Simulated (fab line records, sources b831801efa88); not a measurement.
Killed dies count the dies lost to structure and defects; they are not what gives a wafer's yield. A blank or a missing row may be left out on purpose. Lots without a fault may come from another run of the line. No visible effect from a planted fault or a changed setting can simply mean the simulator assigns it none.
A struck lot beside a sound one    flow gf180mcu    18 out of 602 route steps
Sound: the wafers L824.2, L824.4, L824.5. Struck: wafers L842.1, L842.4, L842.5. The cause is named last.
At each step with rows: each side's tool, then ch and its chambers, then its first start. Under that, the readings that differ: sound wafers    struck wafers    difference of the means    sigmas: that difference in standard deviations of wafers without a fault.
alike: a reading whose means differ by less than 2 such deviations, as well as words and numbers matching on both sides. not compared: withheld readings; readings where some wafer has no value; bounds like >300 that might hide an equal value; numbers whose values overlap and for which the record gives no deviation.
The two part at a step that has a row with sigmas, a row that says differs or no value, or rows on one side only. Numbers that don't overlap but have no deviation are shown without sigmas and don't part them. Lack of a reading on every wafer of one side parts them only where that side has two or more wafers.

first, 1 step without rows for these wafers: GF_MVPSD_DEVELOP_06 (develop time 60 s).
GF_MVPSD_OVL_MEAS_07:
  sound: overlay-02 at day 5 00:05; struck: overlay-02 at day 9 12:22
  alike: MVPSD_OVL
then, 2 steps without rows for these wafers: GF_MVPSD_IMPLANT_08; GF_MVPSD_IMPLANT_09.
GF_MVPSD_STRIP_10: strips in O2/N2.
  sound on plasma_asher-02 ch 0,1, day 5 00:25; struck on plasma_asher-04 ch 0, day 9 12:43
  alike: drypump_motor_current_A, heater_power_w, oes_product_au, strip_time_to_endpoint_s
  not compared: rf_hours_counter_h
GF_MVPSD_TW_MEAS_11:
  sound: film_metro-04 at day 5 00:32; struck: film_metro-03 at day 9 12:49
  alike: MVPSD_TW
then, 6 steps without rows for these wafers: GF_VT_IMPLANT_DEHYDRATE_00 (time 60 s); GF_VT_IMPLANT_HMDS_01 (prime time 60 s); GF_VT_IMPLANT_COAT_02 (resist thk 1000 nm); GF_VT_IMPLANT_SOFTBAKE_03 (time 60 s); GF_VT_IMPLANT_EXPOSE_04 (exposes mask LVPWELL LV AREA, target cd 600 nm); GF_VT_IMPLANT_PEB_05.
GF_VT_IMPLANT_DEVELOP_06: develop time 60 s.
  sound on litho_track-02 ch 0, day 5 14:45; struck on litho_track-01 ch 0, day 10 05:13
GF_VT_IMPLANT_OVL_MEAS_07:
  sound: overlay-02 at day 5 14:53; struck: overlay-01 at day 10 05:22
  alike: VT_IMPLANT_OVL
next, for these wafers, 1 step has no rows: GF_VT_IMPLANT_IMPLANT_08.
GF_VT_IMPLANT_STRIP_09: strips in O2/N2.
  sound on plasma_asher-03 ch 0,1, day 5 15:04; struck on plasma_asher-04 ch 1, day 10 05:34
  alike: drypump_motor_current_A, heater_power_w, oes_product_au, strip_time_to_endpoint_s
  not compared: rf_hours_counter_h
GF_VT_IMPLANT_TW_MEAS_10:
  sound: film_metro-02 at day 5 15:10; struck: film_metro-02 at day 10 05:53
reading        sound        struck    difference  sigmas
VT_IMPLANT_TW  559 560 562  30 30 30  -530        -99 or more
  not compared: hold
GF_PASSIVATION_PROBE_99:
  sound wafers here have rows in the record (prober-01, day 28 19:24); struck ones have none

## WHERE THEY PART
Last at GF_PASSIVATION_PROBE_99 as far as this record goes, first at GF_VT_IMPLANT_TW_MEAS_10.

WHY: whatever the simulator had introduced
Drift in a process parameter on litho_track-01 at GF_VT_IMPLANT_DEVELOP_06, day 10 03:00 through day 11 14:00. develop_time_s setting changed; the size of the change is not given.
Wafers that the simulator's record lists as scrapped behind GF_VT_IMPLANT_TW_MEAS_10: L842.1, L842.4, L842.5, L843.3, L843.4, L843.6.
